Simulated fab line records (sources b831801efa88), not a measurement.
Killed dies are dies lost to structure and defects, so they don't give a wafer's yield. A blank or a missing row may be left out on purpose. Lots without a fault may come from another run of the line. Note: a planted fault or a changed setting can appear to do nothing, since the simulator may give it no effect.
Which tool was responsible? || flow gf180mcu || Sampling: 24 lots, 72 wafers, 5 of 602 route steps

WHAT EACH GAUGE READ, for each wafer
GF_V2_THK_MEAS_25: measures by xrf.
{"lot": "L074", "measured": "day 20 05:48", "on": "film-metro-04", "V2_W_THK (nm)": "348 352 355"}
{"lot": "L075", "measured": "day 20 16:02", "on": "film-metro-04", "V2_W_THK (nm)": "347 352 349"}
{"lot": "L076", "measured": "day 20 22:50", "on": "film-metro-04", "V2_W_THK (nm)": "349 347 347"}
{"lot": "L077", "measured": "day 21 15:41", "on": "film-metro-04", "V2_W_THK (nm)": "352 352 347"}
{"lot": "L078", "measured": "day 21 23:22", "on": "film-metro-02", "V2_W_THK (nm)": "360 355 359"}
{"lot": "L079", "measured": "day 22 04:45", "on": "film-metro-04", "V2_W_THK (nm)": "343 344 347"}
{"lot": "L080", "measured": "day 22 15:25", "on": "film-metro-02", "V2_W_THK (nm)": "350 353 354"}
{"lot": "L081", "measured": "day 22 23:07", "on": "film-metro-04", "V2_W_THK (nm)": "348 344 348"}
{"lot": "L082", "measured": "day 23 13:14", "on": "film-metro-04", "V2_W_THK (nm)": "350 343 344"}
{"lot": "L083", "measured": "day 23 14:57", "on": "film-metro-03", "V2_W_THK (nm)": "340 344 344"}
{"lot": "L084", "measured": "day 24 01:56", "on": "film-metro-02", "V2_W_THK (nm)": "341 345 343"}
{"lot": "L085", "measured": "day 24 10:41", "on": "film-metro-03", "V2_W_THK (nm)": "354 348 362"}
{"lot": "L086", "measured": "day 24 19:06", "on": "film-metro-03", "V2_W_THK (nm)": "347 341 351"}
{"lot": "L087", "measured": "day 25 03:24", "on": "film-metro-04", "V2_W_THK (nm)": "347 348 349"}
{"lot": "L088", "measured": "day 25 12:59", "on": "film-metro-04", "V2_W_THK (nm)": "349 345 347"}
{"lot": "L089", "measured": "day 26 00:07", "on": "film-metro-04", "V2_W_THK (nm)": "348 353 346"}
{"lot": "L090", "measured": "day 26 00:53", "on": "film-metro-04", "V2_W_THK (nm)": "343 342 344"}
{"lot": "L091", "measured": "day 26 09:22", "on": "film-metro-02", "V2_W_THK (nm)": "347 345 349"}
{"lot": "L092", "measured": "day 26 18:04", "on": "film-metro-03", "V2_W_THK (nm)": "347 350 344"}
{"lot": "L093", "measured": "day 26 20:02", "on": "film-metro-03", "V2_W_THK (nm)": "351 351 349"}
{"lot": "L094", "measured": "day 27 03:48", "on": "film-metro-02", "V2_W_THK (nm)": "350 352 353"}
{"lot": "L095", "measured": "day 27 12:43", "on": "film-metro-03", "V2_W_THK (nm)": "341 347 341"}
{"lot": "L096", "measured": "day 27 18:58", "on": "film-metro-04", "V2_W_THK (nm)": "351 348 349"}
{"lot": "L097", "measured": "day 27 23:35", "on": "film-metro-04", "V2_W_THK (nm)": "353 343 345"}

GF_M3_RS_MEAS_05: measures by four-point-probe.
{"lot": "L074", "measured": "day 20 06:25", "on": "film-metro-01", "M3_ALCU_RS (ohm/sq)": "0.0698 0.0700 0.0692"}
{"lot": "L075", "measured": "day 20 16:37", "on": "film-metro-02", "M3_ALCU_RS (ohm/sq)": "0.0699 0.0693 0.0697"}
{"lot": "L076", "measured": "day 20 23:25", "on": "film-metro-01", "M3_ALCU_RS (ohm/sq)": "0.0711 0.0700 0.0699"}
{"lot": "L077", "measured": "day 21 16:16", "on": "film-metro-02", "M3_ALCU_RS (ohm/sq)": "0.0684 0.0693 0.0689"}
{"lot": "L078", "measured": "day 21 23:57", "on": "film-metro-01", "M3_ALCU_RS (ohm/sq)": "0.0710 0.0703 0.0706"}
{"lot": "L079", "measured": "day 22 05:20", "on": "film-metro-03", "M3_ALCU_RS (ohm/sq)": "0.0701 0.0700 0.0701"}
{"lot": "L080", "measured": "day 22 16:00", "on": "film-metro-02", "M3_ALCU_RS (ohm/sq)": "0.0705 0.0703 0.0707"}
{"lot": "L081", "measured": "day 22 23:41", "on": "film-metro-03", "M3_ALCU_RS (ohm/sq)": "0.0701 0.0702 0.0697"}
{"lot": "L082", "measured": "day 23 13:49", "on": "film-metro-01", "M3_ALCU_RS (ohm/sq)": "0.0700 0.0703 0.0701"}
{"lot": "L083", "measured": "day 23 15:32", "on": "film-metro-03", "M3_ALCU_RS (ohm/sq)": "0.0695 0.0694 0.0692"}
{"lot": "L084", "measured": "day 24 02:31", "on": "film-metro-01", "M3_ALCU_RS (ohm/sq)": "0.0707 0.0704 0.0702"}
{"lot": "L085", "measured": "day 24 11:28", "on": "film-metro-02", "M3_ALCU_RS (ohm/sq)": "0.0701 0.0691 0.0703"}
{"lot": "L086", "measured": "day 24 19:41", "on": "film-metro-03", "M3_ALCU_RS (ohm/sq)": "0.0686 0.0693 0.0693"}
{"lot": "L087", "measured": "day 25 04:00", "on": "film-metro-01", "M3_ALCU_RS (ohm/sq)": "0.0709 0.0699 0.0704"}
{"lot": "L088", "measured": "day 25 13:34", "on": "film-metro-02", "M3_ALCU_RS (ohm/sq)": "0.0694 0.0703 0.0701"}
{"lot": "L089", "measured": "day 26 00:41", "on": "film-metro-02", "M3_ALCU_RS (ohm/sq)": "0.0696 0.0701 0.0707"}
{"lot": "L090", "measured": "day 26 01:29", "on": "film-metro-02", "M3_ALCU_RS (ohm/sq)": "0.0696 0.0692 0.0691"}
{"lot": "L091", "measured": "day 26 09:57", "on": "film-metro-03", "M3_ALCU_RS (ohm/sq)": "0.0693 0.0693 0.0695"}
{"lot": "L092", "measured": "day 26 18:40", "on": "film-metro-01", "M3_ALCU_RS (ohm/sq)": "0.0700 0.0699 0.0695"}
{"lot": "L093", "measured": "day 26 20:38", "on": "film-metro-02", "M3_ALCU_RS (ohm/sq)": "0.0698 0.0697 0.0698"}
{"lot": "L094", "measured": "day 27 04:25", "on": "film-metro-03", "M3_ALCU_RS (ohm/sq)": "0.0709 0.0703 0.0702"}
{"lot": "L095", "measured": "day 27 13:19", "on": "film-metro-02", "M3_ALCU_RS (ohm/sq)": "0.0681 0.0690 0.0686"}
{"lot": "L096", "measured": "day 27 19:35", "on": "film-metro-03", "M3_ALCU_RS (ohm/sq)": "0.0709 0.0707 0.0704"}
{"lot": "L097", "measured": "day 28 00:11", "on": "film-metro-03", "M3_ALCU_RS (ohm/sq)": "0.0683 0.0684 0.0684"}

WHICH TOOL RAN EACH LOT (tool, then ch and the chambers of the sampled wafers, then the start)
{"lot": "L074", "GF_V2_STRIP_18": "plasma-asher-03 ch 0,1, day 20 04:56", "GF_M3_SPUTTER_00": "pvd-sputter-04, day 20 06:08", "GF_M3_SPUTTER_01": "pvd-sputter-04, day 20 06:14"}
{"lot": "L075", "GF_V2_STRIP_18": "plasma-asher-02 ch 0,1, day 20 15:10", "GF_M3_SPUTTER_00": "pvd-sputter-04, day 20 16:23", "GF_M3_SPUTTER_01": "pvd-sputter-04, day 20 16:29"}
{"lot": "L076", "GF_V2_STRIP_18": "plasma-asher-02 ch 0,1, day 20 21:58", "GF_M3_SPUTTER_00": "pvd-sputter-04, day 20 23:12", "GF_M3_SPUTTER_01": "pvd-sputter-04, day 20 23:18"}
{"lot": "L077", "GF_V2_STRIP_18": "plasma-asher-02 ch 0, day 21 14:47", "GF_M3_SPUTTER_00": "pvd-sputter-01, day 21 16:02", "GF_M3_SPUTTER_01": "pvd-sputter-01, day 21 16:08"}
{"lot": "L078", "GF_V2_STRIP_18": "plasma-asher-03 ch 0,1, day 21 22:29", "GF_M3_SPUTTER_00": "pvd-sputter-01, day 21 23:44", "GF_M3_SPUTTER_01": "pvd-sputter-01, day 21 23:50"}
{"lot": "L079", "GF_V2_STRIP_18": "plasma-asher-03 ch 0,1, day 22 03:52", "GF_M3_SPUTTER_00": "pvd-sputter-03, day 22 05:07", "GF_M3_SPUTTER_01": "pvd-sputter-03, day 22 05:13"}
{"lot": "L080", "GF_V2_STRIP_18": "plasma-asher-03 ch 0,1, day 22 14:34", "GF_M3_SPUTTER_00": "pvd-sputter-04, day 22 15:47", "GF_M3_SPUTTER_01": "pvd-sputter-04, day 22 15:53"}
{"lot": "L081", "GF_V2_STRIP_18": "plasma-asher-03 ch 0,1, day 22 22:14", "GF_M3_SPUTTER_00": "pvd-sputter-01, day 22 23:28", "GF_M3_SPUTTER_01": "pvd-sputter-01, day 22 23:34"}
{"lot": "L082", "GF_V2_STRIP_18": "plasma-asher-02 ch 0, day 23 12:20", "GF_M3_SPUTTER_00": "pvd-sputter-04, day 23 13:35", "GF_M3_SPUTTER_01": "pvd-sputter-04, day 23 13:41"}
{"lot": "L083", "GF_V2_STRIP_18": "plasma-asher-04 ch 0, day 23 14:02", "GF_M3_SPUTTER_00": "pvd-sputter-04, day 23 15:18", "GF_M3_SPUTTER_01": "pvd-sputter-04, day 23 15:24"}
{"lot": "L084", "GF_V2_STRIP_18": "plasma-asher-04 ch 0,1, day 24 00:43", "GF_M3_SPUTTER_00": "pvd-sputter-04, day 24 02:17", "GF_M3_SPUTTER_01": "pvd-sputter-04, day 24 02:23"}
{"lot": "L085", "GF_V2_STRIP_18": "plasma-asher-04 ch 0,1, day 24 09:43", "GF_M3_SPUTTER_00": "pvd-sputter-04, day 24 11:13", "GF_M3_SPUTTER_01": "pvd-sputter-04, day 24 11:20"}
{"lot": "L086", "GF_V2_STRIP_18": "plasma-asher-04 ch 0, day 24 17:53", "GF_M3_SPUTTER_00": "pvd-sputter-01, day 24 19:28", "GF_M3_SPUTTER_01": "pvd-sputter-01, day 24 19:34"}
{"lot": "L087", "GF_V2_STRIP_18": "plasma-asher-02 ch 0,1, day 25 02:31", "GF_M3_SPUTTER_00": "pvd-sputter-04, day 25 03:44", "GF_M3_SPUTTER_01": "pvd-sputter-04, day 25 03:50"}
{"lot": "L088", "GF_V2_STRIP_18": "plasma-asher-03 ch 1, day 25 11:40", "GF_M3_SPUTTER_00": "pvd-sputter-03, day 25 13:21", "GF_M3_SPUTTER_01": "pvd-sputter-03, day 25 13:27"}
{"lot": "L089", "GF_V2_STRIP_18": "plasma-asher-02 ch 0,1, day 25 23:13", "GF_M3_SPUTTER_00": "pvd-sputter-04, day 26 00:28", "GF_M3_SPUTTER_01": "pvd-sputter-04, day 26 00:34"}
{"lot": "L090", "GF_V2_STRIP_18": "plasma-asher-03 ch 0,1, day 26 00:00", "GF_M3_SPUTTER_00": "pvd-sputter-03, day 26 01:14", "GF_M3_SPUTTER_01": "pvd-sputter-03, day 26 01:20"}
{"lot": "L091", "GF_V2_STRIP_18": "plasma-asher-03 ch 0,1, day 26 08:30", "GF_M3_SPUTTER_00": "pvd-sputter-03, day 26 09:44", "GF_M3_SPUTTER_01": "pvd-sputter-03, day 26 09:50"}
{"lot": "L092", "GF_V2_STRIP_18": "plasma-asher-02 ch 0,1, day 26 17:11", "GF_M3_SPUTTER_00": "pvd-sputter-04, day 26 18:25", "GF_M3_SPUTTER_01": "pvd-sputter-04, day 26 18:31"}
{"lot": "L093", "GF_V2_STRIP_18": "plasma-asher-02 ch 0,1, day 26 19:09", "GF_M3_SPUTTER_00": "pvd-sputter-01, day 26 20:24", "GF_M3_SPUTTER_01": "pvd-sputter-01, day 26 20:30"}
{"lot": "L094", "GF_V2_STRIP_18": "plasma-asher-04 ch 0,1, day 27 02:56", "GF_M3_SPUTTER_00": "pvd-sputter-04, day 27 04:08", "GF_M3_SPUTTER_01": "pvd-sputter-04, day 27 04:14"}
{"lot": "L095", "GF_V2_STRIP_18": "plasma-asher-02 ch 1, day 27 11:50", "GF_M3_SPUTTER_00": "pvd-sputter-01, day 27 13:04", "GF_M3_SPUTTER_01": "pvd-sputter-01, day 27 13:10"}
{"lot": "L096", "GF_V2_STRIP_18": "plasma-asher-02 ch 0,1, day 27 18:05", "GF_M3_SPUTTER_00": "pvd-sputter-04, day 27 19:18", "GF_M3_SPUTTER_01": "pvd-sputter-04, day 27 19:24"}
{"lot": "L097", "GF_V2_STRIP_18": "plasma-asher-03 ch 0, day 27 22:41", "GF_M3_SPUTTER_00": "pvd-sputter-03, day 27 23:57", "GF_M3_SPUTTER_01": "pvd-sputter-03, day 28 00:03"}
- GF_V2_STRIP_18: strips in O2/N2.
- GF_M3_SPUTTER_00: material Ti, target thk 37.5 nm, time 150 s.
- GF_M3_SPUTTER_01: material TiN, target thk 30 nm, time 25 s.

AS READ BY THE TOOLS THEMSELVES (means over the sampled wafers that have a number; for cases with no such wafer, the mark the record gives instead)
GF_V2_STRIP_18.
{"lot": "L074", "tool": "plasma-asher-03", "drypump-motor-current-A (A)": 6.6, "heater-power-w (W)": 329, "oes-product-au (a.u.)": 0.596}
{"lot": "L075", "tool": "plasma-asher-02", "drypump-motor-current-A (A)": 5.8, "heater-power-w (W)": 360, "oes-product-au (a.u.)": 0.590}
{"lot": "L076", "tool": "plasma-asher-02", "drypump-motor-current-A (A)": 5.8, "heater-power-w (W)": 343, "oes-product-au (a.u.)": 0.590}
{"lot": "L077", "tool": "plasma-asher-02", "drypump-motor-current-A (A)": 5.7, "heater-power-w (W)": 379, "oes-product-au (a.u.)": 0.597}
{"lot": "L078", "tool": "plasma-asher-03", "drypump-motor-current-A (A)": 6.6, "heater-power-w (W)": 336, "oes-product-au (a.u.)": 0.586}
{"lot": "L079", "tool": "plasma-asher-03", "drypump-motor-current-A (A)": 6.6, "heater-power-w (W)": 330, "oes-product-au (a.u.)": 0.592}
{"lot": "L080", "tool": "plasma-asher-03", "drypump-motor-current-A (A)": 6.6, "heater-power-w (W)": 341, "oes-product-au (a.u.)": 0.594}
{"lot": "L081", "tool": "plasma-asher-03", "drypump-motor-current-A (A)": 6.6, "heater-power-w (W)": 328, "oes-product-au (a.u.)": 0.591}
{"lot": "L082", "tool": "plasma-asher-02", "drypump-motor-current-A (A)": 5.8, "heater-power-w (W)": 380, "oes-product-au (a.u.)": 0.592}
{"lot": "L083", "tool": "plasma-asher-04", "drypump-motor-current-A (A)": 5.7, "heater-power-w (W)": 321, "oes-product-au (a.u.)": 0.595}
{"lot": "L084", "tool": "plasma-asher-04", "drypump-motor-current-A (A)": 5.5, "heater-power-w (W)": 310, "oes-product-au (a.u.)": 0.587}
{"lot": "L085", "tool": "plasma-asher-04", "drypump-motor-current-A (A)": 5.5, "heater-power-w (W)": 313, "oes-product-au (a.u.)": 0.592}
{"lot": "L086", "tool": "plasma-asher-04", "drypump-motor-current-A (A)": 5.6, "heater-power-w (W)": 320, "oes-product-au (a.u.)": 0.595}
{"lot": "L087", "tool": "plasma-asher-02", "drypump-motor-current-A (A)": 5.8, "heater-power-w (W)": 342, "oes-product-au (a.u.)": 0.598}
{"lot": "L088", "tool": "plasma-asher-03", "drypump-motor-current-A (A)": 6.6, "heater-power-w (W)": 360, "oes-product-au (a.u.)": 0.591}
{"lot": "L089", "tool": "plasma-asher-02", "drypump-motor-current-A (A)": 5.8, "heater-power-w (W)": 361, "oes-product-au (a.u.)": 0.592}
{"lot": "L090", "tool": "plasma-asher-03", "drypump-motor-current-A (A)": 6.6, "heater-power-w (W)": 350, "oes-product-au (a.u.)": 0.590}
{"lot": "L091", "tool": "plasma-asher-03", "drypump-motor-current-A (A)": 6.6, "heater-power-w (W)": 348, "oes-product-au (a.u.)": 0.593}
{"lot": "L092", "tool": "plasma-asher-02", "drypump-motor-current-A (A)": 5.8, "heater-power-w (W)": 341, "oes-product-au (a.u.)": 0.590}
{"lot": "L093", "tool": "plasma-asher-02", "drypump-motor-current-A (A)": 5.8, "heater-power-w (W)": 358, "oes-product-au (a.u.)": 0.592}
{"lot": "L094", "tool": "plasma-asher-04", "drypump-motor-current-A (A)": 5.3, "heater-power-w (W)": 301, "oes-product-au (a.u.)": 0.589}
{"lot": "L095", "tool": "plasma-asher-02", "drypump-motor-current-A (A)": 5.9, "heater-power-w (W)": 327, "oes-product-au (a.u.)": 0.592}
{"lot": "L096", "tool": "plasma-asher-02", "drypump-motor-current-A (A)": 5.8, "heater-power-w (W)": 359, "oes-product-au (a.u.)": 0.594}
{"lot": "L097", "tool": "plasma-asher-03", "drypump-motor-current-A (A)": 6.6, "heater-power-w (W)": 314, "oes-product-au (a.u.)": 0.589}

GF_M3_SPUTTER_00.
{"lot": "L074", "tool": "pvd-sputter-04", "throttle-valve-pct (%)": 30.1}
{"lot": "L075", "tool": "pvd-sputter-04", "throttle-valve-pct (%)": 29.6}
{"lot": "L076", "tool": "pvd-sputter-04", "throttle-valve-pct (%)": 30.5}
{"lot": "L077", "tool": "pvd-sputter-01", "throttle-valve-pct (%)": 30.6}
{"lot": "L078", "tool": "pvd-sputter-01", "throttle-valve-pct (%)": 29.8}
{"lot": "L079", "tool": "pvd-sputter-03", "throttle-valve-pct (%)": 30.0}
{"lot": "L080", "tool": "pvd-sputter-04", "throttle-valve-pct (%)": 30.1}
{"lot": "L081", "tool": "pvd-sputter-01", "throttle-valve-pct (%)": 30.6}
{"lot": "L082", "tool": "pvd-sputter-04", "throttle-valve-pct (%)": 31.1}
{"lot": "L083", "tool": "pvd-sputter-04", "throttle-valve-pct (%)": 30.6}
{"lot": "L084", "tool": "pvd-sputter-04", "throttle-valve-pct (%)": 30.6}
{"lot": "L085", "tool": "pvd-sputter-04", "throttle-valve-pct (%)": 29.9}
{"lot": "L086", "tool": "pvd-sputter-01", "throttle-valve-pct (%)": 29.2}
{"lot": "L087", "tool": "pvd-sputter-04", "throttle-valve-pct (%)": 30.2}
{"lot": "L088", "tool": "pvd-sputter-03", "throttle-valve-pct (%)": 29.5}
{"lot": "L089", "tool": "pvd-sputter-04", "throttle-valve-pct (%)": 30.9}
{"lot": "L090", "tool": "pvd-sputter-03", "throttle-valve-pct (%)": 29.5}
{"lot": "L091", "tool": "pvd-sputter-03", "throttle-valve-pct (%)": 29.6}
{"lot": "L092", "tool": "pvd-sputter-04", "throttle-valve-pct (%)": 30.2}
{"lot": "L093", "tool": "pvd-sputter-01", "throttle-valve-pct (%)": 28.8}
{"lot": "L094", "tool": "pvd-sputter-04", "throttle-valve-pct (%)": 30.4}
{"lot": "L095", "tool": "pvd-sputter-01", "throttle-valve-pct (%)": 29.7}
{"lot": "L096", "tool": "pvd-sputter-04", "throttle-valve-pct (%)": 30.3}
{"lot": "L097", "tool": "pvd-sputter-03", "throttle-valve-pct (%)": 29.6}

GF_M3_SPUTTER_01.
{"lot": "L074", "tool": "pvd-sputter-04", "throttle-valve-pct (%)": 30.0}
{"lot": "L075", "tool": "pvd-sputter-04", "throttle-valve-pct (%)": 29.8}
{"lot": "L076", "tool": "pvd-sputter-04", "throttle-valve-pct (%)": 30.7}
{"lot": "L077", "tool": "pvd-sputter-01", "throttle-valve-pct (%)": 30.6}
{"lot": "L078", "tool": "pvd-sputter-01", "throttle-valve-pct (%)": 29.8}
{"lot": "L079", "tool": "pvd-sputter-03", "throttle-valve-pct (%)": 29.7}
{"lot": "L080", "tool": "pvd-sputter-04", "throttle-valve-pct (%)": 30.0}
{"lot": "L081", "tool": "pvd-sputter-01", "throttle-valve-pct (%)": 30.3}
{"lot": "L082", "tool": "pvd-sputter-04", "throttle-valve-pct (%)": 31.1}
{"lot": "L083", "tool": "pvd-sputter-04", "throttle-valve-pct (%)": 30.6}
{"lot": "L084", "tool": "pvd-sputter-04", "throttle-valve-pct (%)": 30.4}
{"lot": "L085", "tool": "pvd-sputter-04", "throttle-valve-pct (%)": 29.8}
{"lot": "L086", "tool": "pvd-sputter-01", "throttle-valve-pct (%)": 29.2}
{"lot": "L087", "tool": "pvd-sputter-04", "throttle-valve-pct (%)": 30.3}
{"lot": "L088", "tool": "pvd-sputter-03", "throttle-valve-pct (%)": 29.7}
{"lot": "L089", "tool": "pvd-sputter-04", "throttle-valve-pct (%)": 30.7}
{"lot": "L090", "tool": "pvd-sputter-03", "throttle-valve-pct (%)": 29.6}
{"lot": "L091", "tool": "pvd-sputter-03", "throttle-valve-pct (%)": 29.8}
{"lot": "L092", "tool": "pvd-sputter-04", "throttle-valve-pct (%)": 30.1}
{"lot": "L093", "tool": "pvd-sputter-01", "throttle-valve-pct (%)": 28.8}
{"lot": "L094", "tool": "pvd-sputter-04", "throttle-valve-pct (%)": 30.4}
{"lot": "L095", "tool": "pvd-sputter-01", "throttle-valve-pct (%)": 29.7}
{"lot": "L096", "tool": "pvd-sputter-04", "throttle-valve-pct (%)": 29.9}
{"lot": "L097", "tool": "pvd-sputter-03", "throttle-valve-pct (%)": 29.8}

THE ANSWER, worked out from the rows above alone
Rule: what is usual is taken from the lots themselves. Put in order of their means at a reading, lots are off if they are a third of the lots or fewer, leave a main group of 4 or more, and stand apart from it by a gap of 3 or more times the standard deviation of the main group's means; of several such gaps the widest counts. A main group is skipped when, at the precision printed for the reading in the tables above, its means are all equal. A lot without any number at a reading at which 4 lots or more have one is off too. The other lots that the step has rows for count as sound. Order of review: gauges by route order, followed by the tools' own readings, for which a lot's mean as printed above is used. At the first step where some lot is off, the reading lying furthest off is the one used; lots without a number count as furthest.
No lot is off at any reading shown: from this, nothing can be told.

WHAT THE SIMULATOR HAD PUT IN
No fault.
